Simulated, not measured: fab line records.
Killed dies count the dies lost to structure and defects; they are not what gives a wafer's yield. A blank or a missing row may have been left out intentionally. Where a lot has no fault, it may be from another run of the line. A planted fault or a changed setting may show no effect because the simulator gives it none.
Chamber matching || flow sky130 || SKY_VIA1_ETCH_14 on rie diel-02: 4 sister chambers
The step etches BARC in N2/H2, stops on SiO2, time 45.9 s, target depth 60 nm. 4 wafers are shown with their chamber, then 10 later ones without.

EACH WAFER AND ITS CHAMBER
{"wafer": "L086.5", "chamber": 0, "drypump motor current A (A)": 5.3}
{"wafer": "L086.6", "chamber": 3, "drypump motor current A (A)": 5.5}
{"wafer": "L089.1", "chamber": 2, "drypump motor current A (A)": 5.5}
{"wafer": "L089.4", "chamber": 1, "drypump motor current A (A)": 6.2}

WAFERS WHOSE CHAMBER IS MISSING
{"wafer": "L089.5", "drypump motor current A (A)": 5.3}
{"wafer": "L091.2", "drypump motor current A (A)": 5.6}
{"wafer": "L091.3", "drypump motor current A (A)": 5.3}
{"wafer": "L091.5", "drypump motor current A (A)": 5.6}
{"wafer": "L097.2", "drypump motor current A (A)": 6.2}
{"wafer": "L097.5", "drypump motor current A (A)": 5.5}
{"wafer": "L097.6", "drypump motor current A (A)": 6.2}
{"wafer": "L096.2", "drypump motor current A (A)": 6.2}
{"wafer": "L096.4", "drypump motor current A (A)": 5.5}
{"wafer": "L096.6", "drypump motor current A (A)": 5.6}

CHAMBER TAKEN BY EACH
{"wafer": "L089.5", "from the rows above": 0, "in truth": 0}
{"wafer": "L091.2", "from the rows above": "can't be placed: 2 or 3", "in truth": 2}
{"wafer": "L091.3", "from the rows above": 0, "in truth": 0}
{"wafer": "L091.5", "from the rows above": "can't be placed: 2 or 3", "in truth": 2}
{"wafer": "L097.2", "from the rows above": 1, "in truth": 1}
{"wafer": "L097.5", "from the rows above": "can't be placed: 2 or 3", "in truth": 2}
{"wafer": "L097.6", "from the rows above": 1, "in truth": 1}
{"wafer": "L096.2", "from the rows above": 1, "in truth": 1}
{"wafer": "L096.4", "from the rows above": "can't be placed: 2 or 3", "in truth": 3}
{"wafer": "L096.6", "from the rows above": "can't be placed: 2 or 3", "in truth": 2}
Correctly placed: 5 of 10. From these rows, 5 cannot be placed; in 5 the true chamber is one of the candidates. Placed wrongly: 0.
How it was worked out, from the rows above alone: a wafer's distance from a chamber is the root of the sum, over the readings, of the square of ((its reading less the chamber's mean) divided by the reading's scatter). The wafer belongs to the nearest chamber; if the next one is less than 2 further off, it can't be placed. The mean given for a chamber averages the wafers shown for that chamber. The scatter: root of mean squared gap, hidden wafer to nearest shown wafer, with one shown wafer a chamber.
